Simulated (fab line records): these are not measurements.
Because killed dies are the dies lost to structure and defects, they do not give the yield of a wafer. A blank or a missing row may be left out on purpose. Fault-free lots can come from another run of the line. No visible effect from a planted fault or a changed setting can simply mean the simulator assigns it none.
fab line records :: flow sky130 :: part 2 of 2: steps 33 to 46 of 46
[record]
  lots = 5
  wafers = 15
  last_day = 50
route steps=708 shown CAP2M@606 METAL4@621 VIA4@639
lots that met no fault: from a run of the same line without faults
start_h: start of the lot's first displayed wafer, in hours after the record's first day :: wait_h: hours elapsed since this lot's preceding step :: " unchanged from the row above :: L1.1+2: a single row standing in for several wafers :: - value missing, or start not given :: * or withheld: withheld :: < > ~ a bound
route shown NAME@n: NAME is a module with steps in the file, n the number in the route of the first one :: usual: mean and standard deviation over wafers with no fault :: same: alike in all rows :: chamber/n: place in a boat :: sites: readings site by site :: _std_site: standard deviation across them :: _edge_site: outer sites' mean less inner sites' :: radius_mm: for every site, how far away it sits from the centre of the wafer :: mask NAME#n: copy n :: behind: the last tool/chamber to shape the wafer :: hold: the reason the lot was held/the length of the hold in hours/how it ended :: device: which transistor (n, p or np) failed to switch :: end of line: at the end of the route, the tests of the same wafers :: a step with no rows: only its recipe :: killed: count of dies lost to structure and defects at first sort (not the wafer's yield) :: map: the dies of a wafer, with x for killed, . for not killed, _ for no die there
set.NAME: the setting that was run; set.NAME@STEP: the one run at that earlier step :: model.NAME: the simulator's own value behind a step, which no gauge read
lots seen at some steps along the route; tables by step, rows by wafer
services: when a tool's chamber went out of use (start_h, in hours from the record's first day, below 0 if earlier), for how many hours, and the reason
[[steps]]
[step SKY_METAL4_CLEAN_22]
[recipe]
  chemistry = O3/DIW
  dry = n2_spin
lot.wafer: L077.1+3+4
tool: wet_bench-04
chamber: 2
start_h: 998.59
wait_h: 0.0

lot.wafer: L079.3+5+6
tool: wet_bench-02
chamber: 0
start_h: 1015.89
wait_h: 0.0

lot.wafer: L083.1+2+5
tool: wet_bench-02
chamber: 3
start_h: 1049.41
wait_h: 0.0

lot.wafer: L097.1+4+6
tool: wet_bench-04
chamber: 2
start_h: 1133.60
wait_h: 0.0

lot.wafer: L095.1+3+5
tool: wet_bench-03
chamber: 1
start_h: 1140.15
wait_h: 0.0
[step SKY_VIA4_HDPCVD_00]
[recipe]
  material = SiO2
  target_thk_nm = 1750
  sigma_open_frac = 0.3
  time_s = 291.7
  temp_c = 400
  sih4_flow_sccm = 60
  pressure_mtorr = 6
lot.wafer: L077.1+3+4
tool: hdpcvd-02
chamber: 2,1,1
start_h: 998.69
wait_h: 0.0

lot.wafer: L079.3+5+6
tool: hdpcvd-01
chamber: 1,2,0
start_h: 1015.99
wait_h: 0.0

lot.wafer: L083.1+2+5
tool: hdpcvd-02
chamber: 0,1,0
start_h: 1049.50
wait_h: 0.0

lot.wafer: L097.1+4+6
tool: hdpcvd-02
chamber: 1,1,2
start_h: 1133.69
wait_h: 0.0

lot.wafer: L095.1+3+5
tool: hdpcvd-02
chamber: 1,0,2
start_h: 1140.25
wait_h: 0.0
[step SKY_VIA4_THK_MEAS_01]
[recipe]
  reads = SiO2_of_VIA4_HDPCVD_00
[usual]
  VIA4_HDPCVD_THK = 1741/19
lot.wafer: L077.1
tool: film_metro-02
chamber: -
start_h: 998.87
wait_h: 0.1
VIA4_HDPCVD_THK[nm]: 1702

lot.wafer: L077.3
tool: film_metro-02
chamber: -
start_h: 998.87
wait_h: 0.1
VIA4_HDPCVD_THK[nm]: 1702

lot.wafer: L077.4
tool: film_metro-02
chamber: -
start_h: 998.87
wait_h: 0.1
VIA4_HDPCVD_THK[nm]: 1737

lot.wafer: L079.3
tool: film_metro-02
chamber: -
start_h: 1016.19
wait_h: 0.1
VIA4_HDPCVD_THK[nm]: 1711

lot.wafer: L079.5
tool: film_metro-02
chamber: -
start_h: 1016.19
wait_h: 0.1
VIA4_HDPCVD_THK[nm]: 1734

lot.wafer: L079.6
tool: film_metro-02
chamber: -
start_h: 1016.19
wait_h: 0.1
VIA4_HDPCVD_THK[nm]: 1731

lot.wafer: L083.1
tool: film_metro-02
chamber: -
start_h: 1049.68
wait_h: 0.1
VIA4_HDPCVD_THK[nm]: 1742

lot.wafer: L083.2
tool: film_metro-02
chamber: -
start_h: 1049.68
wait_h: 0.1
VIA4_HDPCVD_THK[nm]: 1737

lot.wafer: L083.5
tool: film_metro-02
chamber: -
start_h: 1049.68
wait_h: 0.1
VIA4_HDPCVD_THK[nm]: 1722

lot.wafer: L097.1
tool: film_metro-03
chamber: -
start_h: 1133.87
wait_h: 0.1
VIA4_HDPCVD_THK[nm]: 1747

lot.wafer: L097.4
tool: film_metro-03
chamber: -
start_h: 1133.87
wait_h: 0.1
VIA4_HDPCVD_THK[nm]: 1738

lot.wafer: L097.6
tool: film_metro-03
chamber: -
start_h: 1133.87
wait_h: 0.1
VIA4_HDPCVD_THK[nm]: 1758

lot.wafer: L095.1
tool: film_metro-03
chamber: -
start_h: 1140.42
wait_h: 0.1
VIA4_HDPCVD_THK[nm]: 1742

lot.wafer: L095.3
tool: film_metro-03
chamber: -
start_h: 1140.42
wait_h: 0.1
VIA4_HDPCVD_THK[nm]: 1771

lot.wafer: L095.5
tool: film_metro-03
chamber: -
start_h: 1140.42
wait_h: 0.1
VIA4_HDPCVD_THK[nm]: 1752
[step SKY_VIA4_CMP_02]
[recipe]
  material = SiO2
  down_force_psi = 4
  platen_rpm = 60
  pad_velocity_m_s = 0.94248
[usual]
  motor_current_A = 12.2/1.7
  slurry_flow_ml_min = 150.0/0.39
lot.wafer: L077.1
tool: cmp-01
chamber: 1
start_h: 998.98
wait_h: 0.1
motor_current_A: 12.6
slurry_flow_ml_min: 150.4

lot.wafer: L077.3
tool: cmp-01
chamber: 2
start_h: 998.98
wait_h: 0.1
motor_current_A: 11.7
slurry_flow_ml_min: 150.2

lot.wafer: L077.4
tool: cmp-01
chamber: 3
start_h: 998.98
wait_h: 0.1
motor_current_A: 9.3
slurry_flow_ml_min: 149.5

lot.wafer: L079.3
tool: cmp-02
chamber: 1
start_h: 1016.38
wait_h: 0.2
motor_current_A: 11.4
slurry_flow_ml_min: 149.4

lot.wafer: L079.6
tool: cmp-02
chamber: 2
start_h: 1016.38
wait_h: 0.2
motor_current_A: 13.7
slurry_flow_ml_min: 150.7

lot.wafer: L079.5
tool: cmp-02
chamber: 3
start_h: 1016.38
wait_h: 0.2
motor_current_A: 10.5
slurry_flow_ml_min: 149.7

lot.wafer: L083.1
tool: cmp-01
chamber: 3
start_h: 1049.74
wait_h: 0.1
motor_current_A: 10.2
slurry_flow_ml_min: 150.5

lot.wafer: L083.2
tool: cmp-01
chamber: 2
start_h: 1049.74
wait_h: 0.1
motor_current_A: 11.6
slurry_flow_ml_min: 149.5

lot.wafer: L083.5
tool: cmp-01
chamber: 3
start_h: 1049.74
wait_h: 0.1
motor_current_A: 10.1
slurry_flow_ml_min: 150.2

lot.wafer: L097.1
tool: cmp-02
chamber: 1
start_h: 1133.93
wait_h: 0.1
motor_current_A: 12.2
slurry_flow_ml_min: 150.4

lot.wafer: L097.4
tool: cmp-02
chamber: 2
start_h: 1133.93
wait_h: 0.1
motor_current_A: 13.4
slurry_flow_ml_min: 149.9

lot.wafer: L097.6
tool: cmp-02
chamber: 2
start_h: 1133.93
wait_h: 0.1
motor_current_A: 13.6
slurry_flow_ml_min: 149.8

lot.wafer: L095.1
tool: cmp-02
chamber: 1
start_h: 1140.58
wait_h: 0.1
motor_current_A: 11.4
slurry_flow_ml_min: 150.2

lot.wafer: L095.3
tool: cmp-02
chamber: 2
start_h: 1140.58
wait_h: 0.1
motor_current_A: 13.1
slurry_flow_ml_min: 149.9

lot.wafer: L095.5
tool: cmp-02
chamber: 3
start_h: 1140.58
wait_h: 0.1
motor_current_A: 11.1
slurry_flow_ml_min: 150.0
[step SKY_VIA4_BOW_MEAS_03]
[recipe]
  mode = bow
[usual]
  VIA4_BOW = 79/8
lot.wafer: L077.1
tool: film_metro-03
chamber: -
start_h: 999.23
wait_h: 0.2
VIA4_BOW[um]: 75

lot.wafer: L077.3
tool: film_metro-03
chamber: -
start_h: 999.23
wait_h: 0.2
VIA4_BOW[um]: 68

lot.wafer: L077.4
tool: film_metro-03
chamber: -
start_h: 999.23
wait_h: 0.2
VIA4_BOW[um]: 80

lot.wafer: L079.3
tool: film_metro-03
chamber: -
start_h: 1016.57
wait_h: 0.1
VIA4_BOW[um]: 77

lot.wafer: L079.5
tool: film_metro-03
chamber: -
start_h: 1016.57
wait_h: 0.1
VIA4_BOW[um]: 83

lot.wafer: L079.6
tool: film_metro-03
chamber: -
start_h: 1016.57
wait_h: 0.1
VIA4_BOW[um]: 85

lot.wafer: L083.1
tool: film_metro-04
chamber: -
start_h: 1050.04
wait_h: 0.2
VIA4_BOW[um]: 75

lot.wafer: L083.2
tool: film_metro-04
chamber: -
start_h: 1050.04
wait_h: 0.2
VIA4_BOW[um]: 70

lot.wafer: L083.5
tool: film_metro-04
chamber: -
start_h: 1050.04
wait_h: 0.2
VIA4_BOW[um]: 78

lot.wafer: L097.1
tool: film_metro-03
chamber: -
start_h: 1134.23
wait_h: 0.2
VIA4_BOW[um]: 81

lot.wafer: L097.4
tool: film_metro-03
chamber: -
start_h: 1134.23
wait_h: 0.2
VIA4_BOW[um]: 103

lot.wafer: L097.6
tool: film_metro-03
chamber: -
start_h: 1134.23
wait_h: 0.2
VIA4_BOW[um]: 84

lot.wafer: L095.1
tool: film_metro-03
chamber: -
start_h: 1140.78
wait_h: 0.1
VIA4_BOW[um]: 76

lot.wafer: L095.3
tool: film_metro-03
chamber: -
start_h: 1140.78
wait_h: 0.1
VIA4_BOW[um]: 97

lot.wafer: L095.5
tool: film_metro-03
chamber: -
start_h: 1140.78
wait_h: 0.1
VIA4_BOW[um]: 80
[step SKY_VIA4_DEHYDRATE_04]
[recipe]
  temp_c = 200
  time_s = 60
lot.wafer: L077.1+3+4
tool: litho_track-01
chamber: 0
start_h: 1009.96
wait_h: 10.7

lot.wafer: L079.3+5+6
tool: litho_track-01
chamber: 0
start_h: 1027.01
wait_h: 10.4

lot.wafer: L083.1+2+5
tool: litho_track-01
chamber: 0
start_h: 1059.91
wait_h: 9.8

lot.wafer: L097.1+4+6
tool: litho_track-01
chamber: 0
start_h: 1142.86
wait_h: 8.6

lot.wafer: L095.1+3+5
tool: litho_track-03
chamber: 0
start_h: 1149.83
wait_h: 9.0
[step SKY_VIA4_HMDS_05]
[recipe]
  prime_time_s = 60
  prime_temp_c = 120
lot.wafer: L077.1+3+4
tool: litho_track-01
chamber: 0
start_h: 1010.11
wait_h: 0.1

lot.wafer: L079.3+5+6
tool: litho_track-01
chamber: 0
start_h: 1027.16
wait_h: 0.1

lot.wafer: L083.1+2+5
tool: litho_track-01
chamber: 0
start_h: 1060.06
wait_h: 0.1

lot.wafer: L097.1+4+6
tool: litho_track-01
chamber: 0
start_h: 1143.01
wait_h: 0.1

lot.wafer: L095.1+3+5
tool: litho_track-03
chamber: 0
start_h: 1149.98
wait_h: 0.1
[step SKY_VIA4_COAT_06]
[recipe]
  resist = NOVOLAK
  spin_rpm = 3000
  resist_thk_nm = 1140
lot.wafer: L077.1+3+4
tool: litho_track-01
chamber: 0
start_h: 1010.26
wait_h: 0.1

lot.wafer: L079.3+5+6
tool: litho_track-01
chamber: 0
start_h: 1027.31
wait_h: 0.1

lot.wafer: L083.1+2+5
tool: litho_track-01
chamber: 0
start_h: 1060.21
wait_h: 0.1

lot.wafer: L097.1+4+6
tool: litho_track-01
chamber: 0
start_h: 1143.16
wait_h: 0.1

lot.wafer: L095.1+3+5
tool: litho_track-03
chamber: 0
start_h: 1150.13
wait_h: 0.1
[step SKY_VIA4_SOFTBAKE_07]
[recipe]
  temp_c = 90
  time_s = 60
  resist = NOVOLAK
lot.wafer: L077.1+3+4
tool: litho_track-01
chamber: 0
start_h: 1010.41
wait_h: 0.1

lot.wafer: L079.3+5+6
tool: litho_track-01
chamber: 0
start_h: 1027.46
wait_h: 0.1

lot.wafer: L083.1+2+5
tool: litho_track-01
chamber: 0
start_h: 1060.36
wait_h: 0.1

lot.wafer: L097.1+4+6
tool: litho_track-01
chamber: 0
start_h: 1143.31
wait_h: 0.1

lot.wafer: L095.1+3+5
tool: litho_track-03
chamber: 0
start_h: 1150.28
wait_h: 0.1
[step SKY_VIA4_EXPOSE_08]
[recipe]
  mask_id = VIM4
  na = 0.6
  source_shape = conventional
  sigma_outer = 0.6
  polarization = unpolarized
  target_cd_nm = 800
  dose_mj = 132
lot.wafer: L077.1+3+4
tool: iline_stepper-02
chamber: 0
start_h: -
wait_h: -
mask: VIM4#0

lot.wafer: L079.3+5+6
tool: iline_stepper-01
chamber: 0
start_h: -
wait_h: -
mask: VIM4#0

lot.wafer: L083.1+2+5
tool: iline_stepper-02
chamber: 0
start_h: -
wait_h: -
mask: VIM4#0

lot.wafer: L097.1+4+6
tool: iline_stepper-01
chamber: 0
start_h: -
wait_h: -
mask: VIM4#0

lot.wafer: L095.1+3+5
tool: iline_stepper-01
chamber: 0
start_h: -
wait_h: -
mask: VIM4#0
[step SKY_VIA4_PEB_09]
[recipe]
  temp_c = withheld
  time_s = *
  resist = NOVOLAK
lot.wafer: L077.1+3+4
tool: litho_track-01
chamber: 0
start_h: -
wait_h: -

lot.wafer: L079.3+5+6
tool: litho_track-01
chamber: 0
start_h: -
wait_h: -

lot.wafer: L083.1+2+5
tool: litho_track-03
chamber: 0
start_h: -
wait_h: -

lot.wafer: L097.1+4+6
tool: litho_track-04
chamber: 0
start_h: -
wait_h: -

lot.wafer: L095.1+3+5
tool: litho_track-01
chamber: 0
start_h: -
wait_h: -
[step SKY_VIA4_DEVELOP_10]
[recipe]
  resist = NOVOLAK
  developer = TMAH
  develop_time_s = 60
  dev_temp_c = 23
lot.wafer: L077.1+3+4
tool: litho_track-01
chamber: 0
start_h: 1022.06
wait_h: 0.1

lot.wafer: L079.3+5+6
tool: litho_track-01
chamber: 0
start_h: 1038.61
wait_h: 0.1

lot.wafer: L083.1+2+5
tool: litho_track-03
chamber: 0
start_h: 1070.88
wait_h: 0.1

lot.wafer: L097.1+4+6
tool: litho_track-04
chamber: 0
start_h: 1152.42
wait_h: 0.1

lot.wafer: L095.1+3+5
tool: litho_track-01
chamber: 0
start_h: 1158.51
wait_h: 0.1
[step SKY_VIA4_OVL_MEAS_11]
[usual]
  VIA4_OVL = 0.0/1.8
lot.wafer: L077.1
tool: overlay-01
chamber: -
start_h: 1022.21
wait_h: 0.1
VIA4_OVL[nm]: 4.0

lot.wafer: L077.3
tool: overlay-01
chamber: -
start_h: 1022.21
wait_h: 0.1
VIA4_OVL[nm]: 2.7

lot.wafer: L077.4
tool: overlay-01
chamber: -
start_h: 1022.21
wait_h: 0.1
VIA4_OVL[nm]: 1.8

lot.wafer: L079.3
tool: overlay-02
chamber: -
start_h: 1038.72
wait_h: 0.1
VIA4_OVL[nm]: -2.8

lot.wafer: L079.5
tool: overlay-02
chamber: -
start_h: 1038.72
wait_h: 0.1
VIA4_OVL[nm]: -4.4

lot.wafer: L079.6
tool: overlay-02
chamber: -
start_h: 1038.72
wait_h: 0.1
VIA4_OVL[nm]: -0.8

lot.wafer: L083.1
tool: overlay-02
chamber: -
start_h: 1071.03
wait_h: 0.1
VIA4_OVL[nm]: 2.0

lot.wafer: L083.2
tool: overlay-02
chamber: -
start_h: 1071.03
wait_h: 0.1
VIA4_OVL[nm]: 0.8

lot.wafer: L083.5
tool: overlay-02
chamber: -
start_h: 1071.03
wait_h: 0.1
VIA4_OVL[nm]: 0.3

lot.wafer: L097.1
tool: overlay-01
chamber: -
start_h: 1152.57
wait_h: 0.1
VIA4_OVL[nm]: -1.0

lot.wafer: L097.4
tool: overlay-01
chamber: -
start_h: 1152.57
wait_h: 0.1
VIA4_OVL[nm]: -0.5

lot.wafer: L097.6
tool: overlay-01
chamber: -
start_h: 1152.57
wait_h: 0.1
VIA4_OVL[nm]: -0.1

lot.wafer: L095.1
tool: overlay-02
chamber: -
start_h: 1158.66
wait_h: 0.1
VIA4_OVL[nm]: -2.5

lot.wafer: L095.3
tool: overlay-02
chamber: -
start_h: 1158.66
wait_h: 0.1
VIA4_OVL[nm]: -1.6

lot.wafer: L095.5
tool: overlay-02
chamber: -
start_h: 1158.66
wait_h: 0.1
VIA4_OVL[nm]: -2.3
[step SKY_VIA4_ETCH_12]
[recipe]
  target = SiO2
  chemistry = C4F8/O2/Ar
  stop_on = TiN
  mask_material = NOVOLAK
  source_w = 1500
  bias_w = 1200
  pressure_mtorr = 40
  c4f8_flow_sccm = withheld
  O2_flow_sccm = 6
  Ar_flow_sccm = 300
  time_s = withheld
  target_depth_a = 5800
[usual]
  oes_product_au = 0.925/0.0048
lot.wafer: L077.1
tool: rie_diel-04
chamber: 2
start_h: 1022.24
wait_h: 0.0
oes_product_au: 0.932

lot.wafer: L077.3
tool: rie_diel-04
chamber: 3
start_h: 1022.24
wait_h: 0.0
oes_product_au: 0.921

lot.wafer: L077.4
tool: rie_diel-04
chamber: 0
start_h: 1022.24
wait_h: 0.0
oes_product_au: 0.928

lot.wafer: L079.3
tool: rie_diel-04
chamber: 3
start_h: 1038.74
wait_h: 0.0
oes_product_au: 0.924

lot.wafer: L079.5
tool: rie_diel-04
chamber: 1
start_h: 1038.74
wait_h: 0.0
oes_product_au: 0.931

lot.wafer: L079.6
tool: rie_diel-04
chamber: 0
start_h: 1038.74
wait_h: 0.0
oes_product_au: 0.916

lot.wafer: L083.1
tool: rie_diel-04
chamber: 0
start_h: 1071.07
wait_h: 0.0
oes_product_au: 0.930

lot.wafer: L083.2
tool: rie_diel-04
chamber: 1
start_h: 1071.07
wait_h: 0.0
oes_product_au: 0.935

lot.wafer: L083.5
tool: rie_diel-04
chamber: 3
start_h: 1071.07
wait_h: 0.0
oes_product_au: 0.929

lot.wafer: L097.1
tool: rie_diel-04
chamber: 3
start_h: 1152.60
wait_h: 0.0
oes_product_au: 0.925

lot.wafer: L097.4
tool: rie_diel-04
chamber: 2
start_h: 1152.60
wait_h: 0.0
oes_product_au: 0.919

lot.wafer: L097.6
tool: rie_diel-04
chamber: 0
start_h: 1152.60
wait_h: 0.0
oes_product_au: 0.911

lot.wafer: L095.1
tool: rie_diel-02
chamber: 3
start_h: 1158.69
wait_h: 0.0
oes_product_au: 0.924

lot.wafer: L095.3
tool: rie_diel-02
chamber: 0
start_h: 1158.69
wait_h: 0.0
oes_product_au: 0.926

lot.wafer: L095.5
tool: rie_diel-02
chamber: 2
start_h: 1158.69
wait_h: 0.0
oes_product_au: 0.923
[[services]]
tool: rie_metal-01
chamber: 1
start_h: 938.43
hours: 16.3
kind: repair

tool: wet_bench-03
chamber: -
start_h: 972.93
hours: 2.0
kind: repair

tool: wet_bench-01
chamber: -
start_h: 976.89
hours: 1.4
kind: repair

tool: iline_stepper-01
chamber: -
start_h: 996.79
hours: 1.7
kind: pm

tool: rie_metal-04
chamber: -
start_h: 1007.21
hours: 0.1
kind: repair

tool: rie_metal-04
chamber: -
start_h: 1016.42
hours: 0.6
kind: repair

tool: rie_metal-01
chamber: 1
start_h: 1020.24
hours: 4.8
kind: repair

tool: hdpcvd-02
chamber: -
start_h: 1021.63
hours: 0.7
kind: repair

tool: rie_diel-04
chamber: 0
start_h: 1049.16
hours: 8.0
kind: repair

tool: plasma_asher-02
chamber: -
start_h: 1055.25
hours: 9.0
kind: pm

tool: plasma_asher-02
chamber: -
start_h: 1060.22
hours: 4.8
kind: repair

tool: hdpcvd-02
chamber: -
start_h: 1076.89
hours: 2.8
kind: pm

tool: rie_metal-04
chamber: 1
start_h: 1077.22
hours: 13.2
kind: repair

tool: iline_stepper-02
chamber: -
start_h: 1080.83
hours: 11.9
kind: repair

tool: rie_metal-01
chamber: 0
start_h: 1089.95
hours: 14.9
kind: repair

tool: iline_stepper-02
chamber: -
start_h: 1112.40
hours: 1.7
kind: pm

tool: rie_metal-04
chamber: -
start_h: 1119.64
hours: 2.8
kind: pm

tool: wet_bench-04
chamber: -
start_h: 1125.00
hours: 0.5
kind: repair

tool: rie_metal-02
chamber: -
start_h: 1126.04
hours: 2.8
kind: pm

tool: rie_metal-02
chamber: -
start_h: 1128.79
hours: 10.0
kind: pm

tool: plasma_asher-02
chamber: -
start_h: 1132.77
hours: 4.9
kind: repair

tool: iline_stepper-02
chamber: -
start_h: 1146.24
hours: 16.5
kind: repair

tool: hdpcvd-02
chamber: -
start_h: 1151.06
hours: 6.0
kind: pm

tool: iline_stepper-01
chamber: -
start_h: 1151.52
hours: 2.1
kind: repair
